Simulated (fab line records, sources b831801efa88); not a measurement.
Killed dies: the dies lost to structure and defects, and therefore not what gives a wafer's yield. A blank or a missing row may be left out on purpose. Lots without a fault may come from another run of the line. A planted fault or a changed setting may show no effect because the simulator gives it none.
A lot that was struck, set against a sound lot ; flow sky130 ; 16 steps out of a route of 708
Sound: wafers L645.1, L645.3, L645.6. Struck: wafers L657.3, L657.6. (L657.2 of the same lot was not struck and is left out.) The cause comes at the end.
Per side, at each step with rows, come the tool, then ch with its chambers, and then its first start. Under that, the readings that differ: sound wafers ; struck wafers ; difference of the means ; sigmas: that difference in standard deviations of wafers without a fault.
alike: readings with means less than 2 such deviations apart, plus words and numbers identical on both sides. not compared: withheld readings, readings lacking a value on some wafer, bounds such as >300 that could conceal the same value, and numbers that have no deviation in the record and whose values overlap.
Wherever a step has rows on one side only, a row that says differs or no value, or a row with sigmas, the two part there. When numbers do not overlap yet have no deviation, they are printed without sigmas and do not part them. A reading that every wafer of one side lacks parts them only if that side has two wafers or more.

SKY_VIA1_BOW_MEAS_03:
  struck on film metro-04, day 39 10:38; sound on film metro-04, day 35 13:19
  alike: VIA1_BOW
then, 8 steps without rows for these wafers: SKY_VIA1_DEHYDRATE_04 (time 60 s); SKY_VIA1_HMDS_05 (prime time 60 s); SKY_VIA1_COAT_06 (resist thk 60 nm); SKY_VIA1_COAT_07 (resist thk 450 nm); SKY_VIA1_SOFTBAKE_08 (time 90 s); SKY_VIA1_EXPOSE_09 (exposes mask VIM, target cd 150 nm); SKY_VIA1_PEB_10; SKY_VIA1_DEVELOP_11 (develop time 60 s).
SKY_VIA1_CD_MEAS_12: the cd target is 150 nm.
  struck on cd sem-01, day 40 11:19; sound on cd sem-02, day 36 15:37
  alike: cd nm
SKY_VIA1_OVL_MEAS_13:
  struck on overlay-01, day 40 11:25; sound on overlay-02, day 36 15:44
reading;sound;struck;difference;sigmas
VIA1_OVL (nm);8 7 3;-8 -11;-16;-4
SKY_VIA1_ETCH_14: etches BARC in N2/H2, stops on SiO2, time 45.9 s, target depth 60 nm.
  sound on rie diel-04 ch 0,1,2, day 36 15:47; struck on rie diel-04 ch 1,2, day 40 11:26
  alike: drypump motor current A, oes product au, run length s, throttle valve pct
  not compared: rf hours counter h
SKY_VIA1_ETCH_15: etches SiO2 in C4F8/O2/Ar, stops on TiN, target depth 351 nm, time 54 s.
  sound on rie diel-04 ch 0,1,2, day 36 15:49; struck on rie diel-04 ch 1,2, day 40 11:29
reading;sound;struck;difference;sigmas
oes product au (a.u.);0.977 0.969 0.974;0.942 0.931;-0.037;-6
run length s (s);82.4 82.7 82.1;87.6 87.4;+5.1;+12
model.KrF-thick_of_VIA1_COAT_07.thk nm (nm);324.4 323.7 324;316.8 318.6;-6.3;
model.VIA1.feature depth nm (nm);344 345.3 344.8;346.9 346.5;+2.0;
model.etch.depth nm (nm);344 345.3 344.8;345.9 345.7;+1.1;
  not compared: rf hours counter h
SKY_VIA1_STRIP_16: strips in O2/N2.
  sound on plasma asher-03 ch 0,1, day 36 15:52; struck on plasma asher-01 ch 0,1, day 40 11:32
reading;sound;struck;difference;sigmas
strip time to endpoint s (s);4.472 4.472 4.471;4.393 4.417;-0.067;-3
  alike: drypump motor current A, oes product au
  not compared: rf hours counter h
then, 1 step without rows for these wafers: SKY_VIA1_STRIP_17 (strips in post etch residue remover, time 1200 s).
-- the record jumps here: 10 days lie between the struck wafers' starts before and after (it left off in module VIA1 and takes up again in module PAD_OPEN, whose first step shown is number 708 of the route) --
SKY_PAD_OPEN_PROBE_99:
  struck on prober-02, day 50 14:18; sound on prober-02, day 47 22:34
reading;sound;struck;difference;sigmas
killed at other;2 0 3;0 0;-2;-3
  alike: defect limited yield, killed_at_M0_to_M3, killed_at_M4_up, killed at contacts, killed at front end, killed dies, killed on rim, killed open, killed short, sort_bin_3_pad_short, sort_bin_5_function, sort_bin_6_memory, sort n pass, sort yield pct

== WHERE THEY PART ==
Earliest at SKY_VIA1_OVL_MEAS_13; latest, in this record, at SKY_PAD_OPEN_PROBE_99.

WHY: what had been put in by the simulator
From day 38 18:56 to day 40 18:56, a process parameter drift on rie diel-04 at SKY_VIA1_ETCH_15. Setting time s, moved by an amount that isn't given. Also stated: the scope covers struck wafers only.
